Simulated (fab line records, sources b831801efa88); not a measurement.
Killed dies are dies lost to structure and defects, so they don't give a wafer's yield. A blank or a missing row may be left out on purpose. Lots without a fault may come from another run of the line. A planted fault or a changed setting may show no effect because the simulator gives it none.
Problem report in the 8D (eight disciplines) form, filled by code | flow gf180mcu | the parts of the form that need people (team, actions taken, sign-off) are left out

1. THE PROBLEM
heater_power_total_W at GF_HV_LDD_SOFTBAKE_15 reads a mean of 59.75 W on 6 wafers of 2 lots; wafers without a fault read 56.60 W with a standard deviation of 0.043. That is +73 standard deviations from the usual mean.
The step: time 60 s.
First seen on wafer L467.3, day 11 15:22, on litho_track-02. The record holds 36 wafers of 12 lots with a number at this step. Rule for "out", or "out of limits": more than 4 standard deviations from the usual mean. The other wafers with a number count as sound.

2. WHAT IT IS AND WHAT IT IS NOT
question                    | is                                 | is not
which readings at this step | heater_power_total_W, run_length_s | -
which lots                  | L467, L468                         | L465, L466, L475, L477, L478, L479, L480, L481, L482, L484
which wafers of those lots  | all that have a number             | -
read on which tools         | litho_track-02                     | litho_track-01, litho_track-04
when                        | from day 11 15:22                  | up to then (6 sound wafers); but 24 sound wafers of L475, L477, L478, L479, L480, L481, L482, L484 came after

3. SUSPECTS, AND WHAT RULES EACH OUT
Counting: a tool at a process step up to the reading stays a suspect if it ran every lot that is out and no sound lot after the first of them.
- litho_track-02 at GF_HV_LDD_SOFTBAKE_15 (time 60 s): ruled out as a lasting fault. Sound lots L477, L479, L480, L484 ran on it after its first lot that is out, L467 (day 11 15:22).
Left after counting: nothing in the record.

4. THE CAUSE (what the simulator had put in)
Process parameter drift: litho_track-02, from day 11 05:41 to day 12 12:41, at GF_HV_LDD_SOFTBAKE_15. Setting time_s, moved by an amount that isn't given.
Counting ruled it out, wrongly.

5. THE CHAIN OF EFFECTS, in route order
Each row: a reading whose mean over the struck wafers that have a number lies more than 3 standard deviations from the usual. Only readings for which the record gives a usual standard deviation are gone through. hours: the time from each lot's start at the first step in this table that gives one to its start at this step, as a median over the lots. sigmas: the change in usual standard deviations.
hours | step                  | reading              | usual   | on struck wafers | change | sigmas
0     | GF_HV_LDD_SOFTBAKE_15 | heater_power_total_W | 56.60 W | 59.75            | +3.15  | +73
0     | GF_HV_LDD_SOFTBAKE_15 | run_length_s         | 89.25 s | 79.86            | -9.39  | -41
The process steps in it:
- GF_HV_LDD_SOFTBAKE_15: time 60 s.

6. WHAT WOULD HAVE CAUGHT IT SOONER
In this record the first reading out of limits was taken at day 11 15:22, 10 hours after the fault began at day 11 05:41.
